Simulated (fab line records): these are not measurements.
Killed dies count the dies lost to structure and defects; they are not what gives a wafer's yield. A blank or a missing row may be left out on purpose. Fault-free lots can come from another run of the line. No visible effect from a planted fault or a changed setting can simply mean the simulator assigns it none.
A lot that was struck, set against a sound lot ; flow sky130 ; 20 steps out of a route of 708
Sound: these wafers, L486.2, L486.3, L486.4. Struck: wafer L504.6 (L504.1, L504.3, from the same lot, were not struck and are left out); the cause is given at the end.
At each step with rows: each side's tool, then ch and its chambers, then its first start. Under that, the readings that differ: sound wafers ; struck wafers ; difference of the means ; sigmas: that difference in standard deviations of wafers without a fault.
alike: readings with means less than 2 such deviations apart, plus words and numbers identical on both sides. not compared: withheld readings, readings lacking a value on some wafer, bounds such as >300 that could conceal the same value, and numbers that have no deviation in the record and whose values overlap.
The two part at a step that has a row with sigmas, a row that says differs or no value, or rows on one side only. When numbers do not overlap yet have no deviation, they are printed without sigmas and do not part them. A reading missing from all wafers of one side parts the sides only when that side holds two or more wafers.

first, 2 steps without rows for these wafers: SKY_VT_ADJUST_LVTN_PEB_16; SKY_VT_ADJUST_LVTN_DEVELOP_17 (develop time 60 s).
SKY_VT_ADJUST_LVTN_OVL_MEAS_18:
  sound: overlay-01 at day 7 15:07; struck: overlay-01 at day 12 22:00
  alike: VT_ADJUST_LVTN_01_OVL
then, 1 step without rows for these wafers: SKY_VT_ADJUST_LVTN_IMPLANT_19.
SKY_VT_ADJUST_LVTN_STRIP_20: strips in O2/N2.
  sound on plasma asher-01 ch 0,1, day 7 15:18; struck on plasma asher-03 ch 1, day 12 22:11
  alike: drypump motor current A, oes product au, strip time to endpoint s
  not compared: rf hours counter h
SKY_VT_ADJUST_LVTN_TW_MEAS_21:
  sound: film metro-04 at day 7 15:25; struck: film metro-01 at day 12 22:17
reading;sound;struck;difference;sigmas
VT_ADJUST_LVTN_2_TW;189.4 187.8 189.0;184.5;-4.2;-2
then, 6 steps without rows for these wafers: SKY_VT_ADJUST_NCORE_DEHYDRATE_00 (time 60 s); SKY_VT_ADJUST_NCORE_HMDS_01 (prime time 60 s); SKY_VT_ADJUST_NCORE_COAT_02 (resist thk 1140 nm); SKY_VT_ADJUST_NCORE_SOFTBAKE_03 (time 60 s); SKY_VT_ADJUST_NCORE_EXPOSE_04 (exposes mask LVTN COMPLEMENT THIN, target cd 380 nm); SKY_VT_ADJUST_NCORE_PEB_05.
SKY_VT_ADJUST_NCORE_DEVELOP_06: develop time 60 s.
  sound on litho track-03 ch 0, day 8 11:22; struck on litho track-03 ch 0, day 13 23:33
SKY_VT_ADJUST_NCORE_CD_MEAS_07: the cd target is 380 nm.
  sound: cd sem-01 at day 8 11:31; struck: cd sem-02 at day 13 23:42
  not compared: cd nm
SKY_VT_ADJUST_NCORE_OVL_MEAS_08:
  sound: overlay-01 at day 8 11:37; struck: overlay-01 at day 13 23:49
  not compared: VT_ADJUST_NCORE_OVL
then, 1 step without rows for these wafers: SKY_VT_ADJUST_NCORE_IMPLANT_09.
SKY_VT_ADJUST_NCORE_STRIP_10: strips in O2/N2.
  sound on plasma asher-02 ch 0,1, day 8 11:48; struck on plasma asher-04 ch 0, day 14 00:00
reading;sound;struck;difference;sigmas
oes product au (a.u.);0.716 0.712 0.716;0.702;-0.013;-3
  alike: drypump motor current A, strip time to endpoint s
  not compared: rf hours counter h
SKY_VT_ADJUST_NCORE_TW_MEAS_11:
  sound: film metro-02 at day 8 11:55; struck: film metro-01 at day 14 00:06
reading;sound;struck;difference;sigmas
VT_ADJUST_NCORE_TW;215.4 215.2 216.8;29.5;-186.3;-99 or more
then, 1 step without rows for these wafers: SKY_VT_ADJUST_HVTR_DEHYDRATE_00 (time 60 s).
-- record jumps: 36 days separate the struck wafers' starts on either side; left off in module VT_ADJUST_HVTR, taken up again in module PAD_OPEN, whose first shown step is the route's number 708 --
SKY_PAD_OPEN_PROBE_99:
  sound: prober-02 at day 45 12:40; struck: prober-01 at day 50 04:10
reading;sound;struck;difference;sigmas
killed at front end;9 10 13;418;+407;+91
killed dies;103 71 75;492;+409;+44
killed on rim;22 11 14;96;+80;+19
model.etest.pfet_16v.r on ohm um;1.572e+04 1.557e+04 1.585e+04;1.843e+04;+2.717e+03;
model.etest.nfet_16v.r on ohm um;1.408e+04 1.413e+04 1.422e+04;1.082e+04;-3.323e+03;
model.etest.pfet g5v0d10v5.r on ohm um;4848 4942 4886;5890;+998;
model.etest.tip p.rs ohm sq;6924 6908 6934;7704;+782;
model.etest.pfet_01v8.r on ohm um;2907 2930 2902;3385;+472;
model.etest.res pwell under gate.rs ohm sq;2272 2272 2295;2621;+341;
model.etest.nfet g5v0d10v5.r on ohm um;1906 1941 1947;1569;-362;
model.etest.tip_p_5v.rs ohm sq;2936 2940 2920;3082;+150;
  alike: killed_at_M0_to_M3, killed_at_M4_up, killed at contacts, killed at other, killed open, killed short

== WHERE THEY PART ==
Last at SKY_PAD_OPEN_PROBE_99 as far as this record goes, first at SKY_VT_ADJUST_LVTN_TW_MEAS_21.

WHY: what had been put in by the simulator
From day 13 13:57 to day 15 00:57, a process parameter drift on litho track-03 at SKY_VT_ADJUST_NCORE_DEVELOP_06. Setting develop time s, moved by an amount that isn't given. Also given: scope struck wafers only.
